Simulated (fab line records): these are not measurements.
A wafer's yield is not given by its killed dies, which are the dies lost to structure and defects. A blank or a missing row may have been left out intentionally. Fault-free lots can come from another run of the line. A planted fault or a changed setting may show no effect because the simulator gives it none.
Which tool was responsible? :: flow sky130 :: 11 lots, 33 wafers sampled, at 2 steps of a route of 708

## WHAT THE GAUGES SHOWED, per wafer
SKY_VIA2_CD_MEAS_12 targets a cd of 200 nm. Usual: 200.3 nm for cd-nm, sd 1.3.
lot: L916
measured: day 36 08:22
on: cd-sem-02
cd-nm (nm): 197.6 199.5 200.6
flag: 

lot: L917
measured: day 36 09:28
on: cd-sem-02
cd-nm (nm): 199.1 201.2 199.6
flag: 

lot: L919
measured: day 37 06:53
on: cd-sem-02
cd-nm (nm): 199.3 201.7 201.1
flag: 

lot: L920
measured: day 37 16:09
on: cd-sem-01
cd-nm (nm): 200.3 200.4 200.9
flag: 

lot: L926
measured: day 39 21:32
on: cd-sem-02
cd-nm (nm): 200.7 199.6 201.0
flag: 

lot: L931
measured: day 41 13:37
on: cd-sem-01
cd-nm (nm): 199.3 200.0 201.2
flag: 

lot: L930
measured: day 42 01:13
on: cd-sem-01
cd-nm (nm): 197.2 197.1 197.7
flag: 

lot: L932
measured: day 42 02:29
on: cd-sem-01
cd-nm (nm): 202.2 201.5 201.6
flag: 

lot: L934
measured: day 42 08:29
on: cd-sem-01
cd-nm (nm): 198.8 201.9 199.5
flag: 

lot: L936
measured: day 42 13:42
on: cd-sem-01
cd-nm (nm): 201.2 200.3 199.4
flag: 

lot: L938
measured: day 43 05:01
on: cd-sem-01
cd-nm (nm): 200.3 199.3 199.3
flag: 

## EACH LOT AND THE TOOL THAT RAN IT (in order: tool; ch and the chambers of the sampled wafers; start)
lot: L916
SKY_METAL2_ETCH_18: rie-metal-04 ch 0,1, day 35 05:09

lot: L917
SKY_METAL2_ETCH_18: rie-metal-01 ch 0,1, day 35 06:39

lot: L919
SKY_METAL2_ETCH_18: rie-metal-01 ch 0,1, day 36 04:19

lot: L920
SKY_METAL2_ETCH_18: rie-metal-03 ch 0,1, day 36 13:20

lot: L926
SKY_METAL2_ETCH_18: rie-metal-04 ch 0,1, day 38 19:05

lot: L931
SKY_METAL2_ETCH_18: rie-metal-03 ch 0,1, day 40 13:29

lot: L930
SKY_METAL2_ETCH_18: rie-metal-03 ch 0,1, day 41 00:26

lot: L932
SKY_METAL2_ETCH_18: rie-metal-01 ch 0,1, day 41 01:14

lot: L934
SKY_METAL2_ETCH_18: rie-metal-01 ch 0, day 41 07:44

lot: L936
SKY_METAL2_ETCH_18: rie-metal-03 ch 0,1, day 41 13:26

lot: L938
SKY_METAL2_ETCH_18: rie-metal-01 ch 0,1, day 42 04:52
- SKY_METAL2_ETCH_18: etches BARC in N2/H2, stops on SiO2, time 45.9 s, target depth 60 nm.

## WHAT THE TOOLS THEMSELVES READ (means of the sampled wafers that have a number; where no wafer has one, the mark that the record gives instead)
SKY_METAL2_ETCH_18. Usual: bias-w 100.00 W, standard deviation 0.29; drypump-motor-current-A 6.00 A, standard deviation 0.3; oes-product-au 0.854 a.u., standard deviation 0.0047; throttle-valve-pct 13.226 %, standard deviation 0.0095.
lot: L916
tool: rie-metal-04
bias-w (W): 99.89
drypump-motor-current-A (A): 6.25
oes-product-au (a.u.): 0.856
throttle-valve-pct (%): 13.236
flag: 

lot: L917
tool: rie-metal-01
bias-w (W): 100.04
drypump-motor-current-A (A): 6.02
oes-product-au (a.u.): 0.854
throttle-valve-pct (%): 13.221
flag: 

lot: L919
tool: rie-metal-01
bias-w (W): 99.94
drypump-motor-current-A (A): 5.77
oes-product-au (a.u.): 0.851
throttle-valve-pct (%): 13.231
flag: 

lot: L920
tool: rie-metal-03
bias-w (W): 100.24
drypump-motor-current-A (A): 5.88
oes-product-au (a.u.): 0.861
throttle-valve-pct (%): 13.225
flag: 

lot: L926
tool: rie-metal-04
bias-w (W): 100.12
drypump-motor-current-A (A): 6.27
oes-product-au (a.u.): 0.854
throttle-valve-pct (%): 13.221
flag: 

lot: L931
tool: rie-metal-03
bias-w (W): 99.97
drypump-motor-current-A (A): 5.93
oes-product-au (a.u.): 0.850
throttle-valve-pct (%): 13.224
flag: 

lot: L930
tool: rie-metal-03
bias-w (W): 99.87
drypump-motor-current-A (A): 5.91
oes-product-au (a.u.): 0.851
throttle-valve-pct (%): 13.234
flag: 

lot: L932
tool: rie-metal-01
bias-w (W): 99.79
drypump-motor-current-A (A): 6.00
oes-product-au (a.u.): 0.854
throttle-valve-pct (%): 13.229
flag: 

lot: L934
tool: rie-metal-01
bias-w (W): 100.19
drypump-motor-current-A (A): 5.52
oes-product-au (a.u.): 0.854
throttle-valve-pct (%): 13.236
flag: 

lot: L936
tool: rie-metal-03
bias-w (W): 99.97
drypump-motor-current-A (A): 6.03
oes-product-au (a.u.): 0.851
throttle-valve-pct (%): 13.225
flag: 

lot: L938
tool: rie-metal-01
bias-w (W): 99.86
drypump-motor-current-A (A): 6.02
oes-product-au (a.u.): 0.851
throttle-valve-pct (%): 13.229
flag: 

## THE ANSWER, worked out from the rows above alone
Rule: a lot is off if the mean of its wafers that have a number lies more than 3 standard deviations from the usual mean. A lot without any number at a reading at which 4 lots or more have one is off too. All remaining lots with rows at the step are treated as sound. Order of review: gauges by route order, followed by the tools' own readings, for which a lot's mean as printed above is used. The first step at which some lot is off is used, and at that step the reading that is off furthest; a lot without a number counts as furthest.
No lot is off on any of the readings shown, so nothing can be concluded from this.

## WHAT THE SIMULATOR HAD INSERTED
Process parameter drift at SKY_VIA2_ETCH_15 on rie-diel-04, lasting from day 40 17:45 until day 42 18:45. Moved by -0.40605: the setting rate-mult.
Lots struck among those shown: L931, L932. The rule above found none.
